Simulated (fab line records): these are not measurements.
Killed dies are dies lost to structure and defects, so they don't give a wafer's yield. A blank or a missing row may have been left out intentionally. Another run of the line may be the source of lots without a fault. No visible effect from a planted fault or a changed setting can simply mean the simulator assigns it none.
Comparing a struck lot with a sound one | flow sky130 | 30 out of 708 route steps
Sound: wafers L409.1, L409.4, L409.6. Wafers L416.2, L416.3, L416.4 were the ones struck. The cause comes at the end.
At each step with rows: each side's tool, then ch and its chambers, then its first start. Under that, the readings that differ: sound wafers | struck wafers | difference of the means | sigmas: that difference in standard deviations of wafers without a fault.
alike: readings with means less than 2 such deviations apart, plus words and numbers identical on both sides. not compared: withheld readings, readings lacking a value on some wafer, bounds such as >300 that could conceal the same value, and numbers that have no deviation in the record and whose values overlap.
A row with sigmas, a row that says differs or no value, or rows on one side alone: a step with any of these is where the two part. Numbers that have no deviation but don't overlap get no sigmas and don't part them. A reading that every wafer of one side lacks parts them only if that side has two wafers or more.

first, 5 steps without rows for these wafers: SKY_SONOS_ONO_COAT_08 (resist thk 1140 nm); SKY_SONOS_ONO_SOFTBAKE_09 (time 60 s); SKY_SONOS_ONO_EXPOSE_10 (exposes mask ONOM, target cd 410 nm); SKY_SONOS_ONO_PEB_11; SKY_SONOS_ONO_DEVELOP_12 (develop time 60 s).
SKY_SONOS_ONO_CD_MEAS_13: the cd target is 410 nm.
  sound: cd-sem-02 at day 13 17:44; struck: cd-sem-01 at day 15 19:17
  alike: cd-nm
SKY_SONOS_ONO_OVL_MEAS_14:
  sound: overlay-01 at day 13 17:51; struck: overlay-01 at day 15 19:23
  reading            | sound          | struck      | difference | sigmas
  SONOS_ONO_OVL (nm) | -2.9 -2.9 -2.2 | 1.8 1.6 0.8 | +4.1       | +3
SKY_SONOS_ONO_ETCH_15: etches the open film in CHF3/O2, target depth 19.52 nm, time 7.8 s.
  sound on rie-diel-02 ch 0,1,3, day 13 17:53; struck on rie-diel-04 ch 0,1,3, day 15 19:25
  alike: chf3-flow-sccm, drypump-motor-current-A, oes-product-au, rf-fwd-power-W, throttle-valve-pct
  not compared: rf-hours-counter-h
then, 1 step without rows for these wafers: SKY_SONOS_ONO_WET_ETCH_16 (etches SiO2 in dHF, target depth 14 nm, time 280 s).
SKY_SONOS_ONO_STRIP_17: strips in O2/N2.
  sound on plasma-asher-01 ch 0,1, day 13 17:59; struck on plasma-asher-01 ch 0,1, day 15 19:32
  alike: drypump-motor-current-A, o2-flow-sccm, oes-product-au, strip-time-to-endpoint-s
  not compared: rf-hours-counter-h
then, 2 steps without rows for these wafers: SKY_SONOS_ONO_WET_ETCH_18 (etches Si3N4 in H3PO4, target depth 15 nm, time 172 s); SKY_GATE_OXIDE_CLEAN_00 (cleans in SC1/SC2, time 150 s).
SKY_GATE_OXIDE_OXIDATION_01: stabilise 600 s, purge 300 s, target thk 10.268 nm.
  sound on furnace-02 ch 0, day 13 19:12; struck on furnace-01 ch 0, day 15 20:33
  reading                                           | sound             | struck            | difference | sigmas
  spike-tc-centre-C (C)                             | 902.1 902.5 903.2 | 921.1 921.7 921.8 | +18.9      | +12
  spike-tc-lower-C (C)                              | 897.6 900.3 901.0 | 898.1 896.9 894.6 | -3.1       | -3
  spike-tc-upper-C (C)                              | 899.6 900.5 900.1 | 897.4 895.3 896.1 | -3.8       | -4
  zone-power-centre-pct (%)                         | 18 18 18          | 36 36 36          | +18        | +5
  zone-power-lower-pct (%)                          | 18.5 18.7 18.2    | 15.0 15.6 15.1    | -3.2       | -4
  zone-power-upper-pct (%)                          | 19.1 19.3 19.3    | 16.5 16.8 16.4    | -2.7       | -2
  model.SiO2_of_GATE_OXIDE_OXIDATION_01.thk-nm (nm) | 9.96 10.03 10.03  | 11 10.77 10.73    | +1         |
  alike: tube-center-temp-C, tube_center_temp_C_max
SKY_GATE_OXIDE_THK_MEAS_02:
  sound: film-metro-02 at day 13 20:37; struck: film-metro-04 at day 15 21:58
  reading                          | sound            | struck            | difference | sigmas
  GATE_OXIDE_OXIDATION_00_THK (nm) | 9.97 10.03 10.06 | 10.99 10.77 10.72 | +0.81      | +3
then, 7 steps without rows for these wafers: SKY_GATE_OXIDE_DEHYDRATE_03 (time 60 s); SKY_GATE_OXIDE_HMDS_04 (prime time 60 s); SKY_GATE_OXIDE_COAT_05 (resist thk 1140 nm); SKY_GATE_OXIDE_SOFTBAKE_06 (time 60 s); SKY_GATE_OXIDE_EXPOSE_07 (exposes mask LVOM, target cd 600 nm); SKY_GATE_OXIDE_PEB_08; SKY_GATE_OXIDE_DEVELOP_09 (develop time 60 s).
SKY_GATE_OXIDE_OVL_MEAS_10:
  sound: overlay-02 at day 14 23:14; struck: overlay-01 at day 17 02:31
  alike: GATE_OXIDE_OVL
then, 2 steps without rows for these wafers: SKY_GATE_OXIDE_IMPLANT_11; SKY_GATE_OXIDE_WET_ETCH_12 (etches SiO2 in dHF, target depth 16.8 nm, time 336 s).
SKY_GATE_OXIDE_STRIP_13: strips in O2/N2.
  sound on plasma-asher-04 ch 0,1, day 14 23:32; struck on plasma-asher-01 ch 0,1, day 17 02:47
  alike: drypump-motor-current-A, o2-flow-sccm, oes-product-au, strip-time-to-endpoint-s
  not compared: rf-hours-counter-h
SKY_GATE_OXIDE_TW_MEAS_14:
  sound: film-metro-03 at day 14 23:38; struck: film-metro-02 at day 17 02:54
  alike: GATE_OXIDE_TW
then, 1 step without rows for these wafers: SKY_GATE_OXIDE_CLEAN_15 (cleans in SC1/SC2, time 150 s).
SKY_GATE_OXIDE_OXIDATION_16: stabilise 600 s, purge 300 s, target thk 3.57 nm.
  sound on furnace-02 ch 0, day 15 00:04; struck on furnace-02 ch 0, day 17 04:10
  reading                                           | sound             | struck            | difference | sigmas
  model.SiO2_of_GATE_OXIDE_OXIDATION_01.thk-nm (nm) | 11.32 11.43 11.41 | 12.29 12.07 12.04 | +0.75      |
  alike: ox-temp-c-max, ramp-down-c-per-min, spike-tc-centre-C, spike-tc-lower-C, spike-tc-upper-C, tube-center-temp-C, tube_center_temp_C_max, zone-power-centre-pct, zone-power-lower-pct, zone-power-upper-pct
then, 1 step without rows for these wafers: SKY_POLY_GATE_CVD_00 (deposits poly-Si, target thk 180 nm, time 720 s).
-- the record jumps here: 31 days lie between the struck wafers' starts before and after (it left off in module POLY_GATE and takes up again in module PAD_OPEN, whose first step shown is number 708 of the route) --
SKY_PAD_OPEN_PROBE_99:
  sound: prober-01 at day 46 18:26; struck: prober-02 at day 48 08:13
  reading                                | sound                         | struck                        | difference | sigmas
  model.etest.nfet_16v.r-on-ohm-um       | 1.388e+04 1.381e+04 1.388e+04 | 1.448e+04 1.459e+04 1.447e+04 | +6.567e+02 |
  model.etest.tip-sonos.rs-ohm-sq        | 2548 2579 2569                | 2775 2729 2725                | +178       |
  model.etest.pfet-g5v0d10v5.r-on-ohm-um | 4719 4726 4725                | 4869 4862 4785                | +115       |
  model.etest.nfet-g5v0d10v5.r-on-ohm-um | 1863 1855 1863                | 1939 1926 1906                | +63        |
  model.etest.nfet-g5v0d10v5.drive-ua-um | 619.8 614.8 619.5             | 573.2 586.9 589               | -35.0      |
  model.etest.nfet_05v0_nvt.drive-ua-um  | 592 584.2 583                 | 551.1 559.9 556.3             | -30.6      |
  model.etest.pfet-g5v0d10v5.drive-ua-um | 340.3 342.2 346.6             | 327.6 330 338.4               | -11.0      |
  model.etest.nfet_16v.drive-ua-um       | 228.9 228.4 229.4             | 207.6 210.9 210.8             | -19.1      |
  alike: killed_at_M0_to_M3, killed_at_M4_up, killed-at-contacts, killed-at-front-end, killed-at-other, killed-dies, killed-open, killed-short

== WHERE THEY PART ==
First at SKY_SONOS_ONO_OVL_MEAS_14; last, within this record, at SKY_GATE_OXIDE_THK_MEAS_02. Later steps at which nothing parts them and some readings are alike: SKY_GATE_OXIDE_OVL_MEAS_10, SKY_GATE_OXIDE_STRIP_13, SKY_GATE_OXIDE_TW_MEAS_14, SKY_GATE_OXIDE_OXIDATION_16, SKY_PAD_OPEN_PROBE_99.

WHY: what had been put in by the simulator
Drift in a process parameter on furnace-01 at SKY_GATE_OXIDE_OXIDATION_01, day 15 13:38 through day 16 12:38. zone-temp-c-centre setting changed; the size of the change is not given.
